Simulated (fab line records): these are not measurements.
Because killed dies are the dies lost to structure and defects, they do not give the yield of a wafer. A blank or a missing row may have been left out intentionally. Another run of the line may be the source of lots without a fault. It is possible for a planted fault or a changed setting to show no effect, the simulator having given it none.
Comparing a struck lot with a sound one ; flow sky130 ; 21 out of 708 route steps
Sound: these wafers, L234.1, L234.3, L234.4. Wafers struck: L243.3, L243.4, L243.5. The cause is given at the end.
Each step with rows lists, per side, the tool, then ch with its chambers, then its first start. Under that, the readings that differ: sound wafers ; struck wafers ; difference of the means ; sigmas: that difference in standard deviations of wafers without a fault.
alike: words and numbers the same on both sides, and readings whose means are apart by under 2 such deviations; not compared: readings that were withheld, readings missing a value for some wafer, numbers with overlapping values and no deviation given by the record, and bounds like >300 which may hide the same value.
The two part at a step that has a row with sigmas, a row that says differs or no value, or rows on one side only. Numbers that have no deviation but don't overlap get no sigmas and don't part them. Lack of a reading on every wafer of one side parts them only where that side has two or more wafers.

SKY_POLY_GATE_THK_MEAS_21:
  sound on filmMetro-03 at day 17 11:57; struck on filmMetro-04 at day 21 03:44
  alike: POLY_GATE_OXIDATION_THK
SKY_POLY_GATE_CD_MEAS_22:
  sound on cdSem-02 at day 17 12:01; struck on cdSem-02 at day 21 03:50
  alike: cdNm
then, 7 steps without rows for these wafers: SKY_LDD_N_DEHYDRATE_00 (time 60 s); SKY_LDD_N_HMDS_01 (prime time 60 s); SKY_LDD_N_COAT_02 (resist thk 300 nm); SKY_LDD_N_SOFTBAKE_03 (time 60 s); SKY_LDD_N_EXPOSE_04 (exposes mask NTM, target cd 840 nm); SKY_LDD_N_PEB_05; SKY_LDD_N_DEVELOP_06 (develop time 60 s).
SKY_LDD_N_OVL_MEAS_07:
  sound on overlay-01 at day 18 17:29; struck on overlay-01 at day 22 10:00
  alike: LDD_N_OVL
then, 2 steps without rows for these wafers: SKY_LDD_N_IMPLANT_08; SKY_LDD_N_IMPLANT_09.
SKY_LDD_N_IMPLANT_10:
  sound on implanter-04 ch 0, day 18 17:49; struck on implanter-01 ch 0, day 22 10:22
reading;sound;struck;difference;sigmas
implantIonAmu;75 75 75;31 31 31;-44;
model.implant.rpNm (nm);15.95 15.95 15.95;27.23 27.23 27.23;+11.28;
model.implant.drpNm (nm);7.212 7.212 7.212;12.97 12.97 12.97;+5.76;
then, 5 steps without rows for these wafers: SKY_LDD_N_IMPLANT_11; SKY_LDD_N_IMPLANT_12; SKY_LDD_N_IMPLANT_13; SKY_LDD_N_IMPLANT_14; SKY_LDD_N_IMPLANT_15.
SKY_LDD_N_STRIP_16: strips in O2/N2.
  sound on plasmaAsher-01 ch 0,1, day 18 18:43; struck on plasmaAsher-01 ch 0,1, day 22 11:16
reading;sound;struck;difference;sigmas
stripTimeToEndpointS (s);4.318 4.322 4.306;4.232 4.209 4.218;-0.096;-7
  alike: drypumpMotorCurrentA, oesProductAu
  not compared: rfHoursCounterH
SKY_LDD_N_TW_MEAS_17:
  sound on filmMetro-01 at day 18 18:49; struck on filmMetro-01 at day 22 11:20
  alike: LDD_N_TW
-- a jump in the record: the struck wafers' starts before and after are 26 days apart (it breaks off in module LDD_N and resumes in module PAD_OPEN, where the first step shown is number 708 of the route) --
SKY_PAD_OPEN_PROBE_99:
  sound on prober-02 at day 46 13:54; struck on prober-02 at day 48 17:25
reading;sound;struck;difference;sigmas
model.etest.tipN.rsOhmSq;440.7 441.2 440.2;385.3 386.2 387.1;-54.5;
model.etest.nfet_01v8_lvt.driveUaUm;585.3 574.9 574.5;627.3 620.6 614.4;+42.5;
model.etest.nfet_01v8_turned.driveUaUm;515.4 503.3 501.7;555.6 552.3 538.3;+41.9;
model.etest.nfet_01v8.driveUaUm;512.9 506.1 499.1;544.6 542.9 530.5;+33.3;
model.etest.sramNfetPass.driveUaUm;491.9 497.8 484.4;544.1 542.8 527.2;+46.7;
model.etest.nfet_01v8_swapped.driveUaUm;513.9 502.4 497.8;542.2 539 532;+33.0;
model.etest.resNdiff.rsOhmSq;121.1 120.7 120.6;117.6 117.1 117.9;-3.3;
  alike: killed_at_M0_to_M3, killed_at_M4_up, killedAtContacts, killedAtFrontEnd, killedAtOther, killedDies, killedOnRim, killedOpen, killedShort
  not compared: model.etest.nfet_01v8.rOnOhmUm

== WHERE THEY PART ==
Only at SKY_LDD_N_STRIP_16, as far as this record shows. Later steps at which nothing parts them and some readings are alike: SKY_LDD_N_TW_MEAS_17, SKY_PAD_OPEN_PROBE_99.

WHY: what had been put in by the simulator
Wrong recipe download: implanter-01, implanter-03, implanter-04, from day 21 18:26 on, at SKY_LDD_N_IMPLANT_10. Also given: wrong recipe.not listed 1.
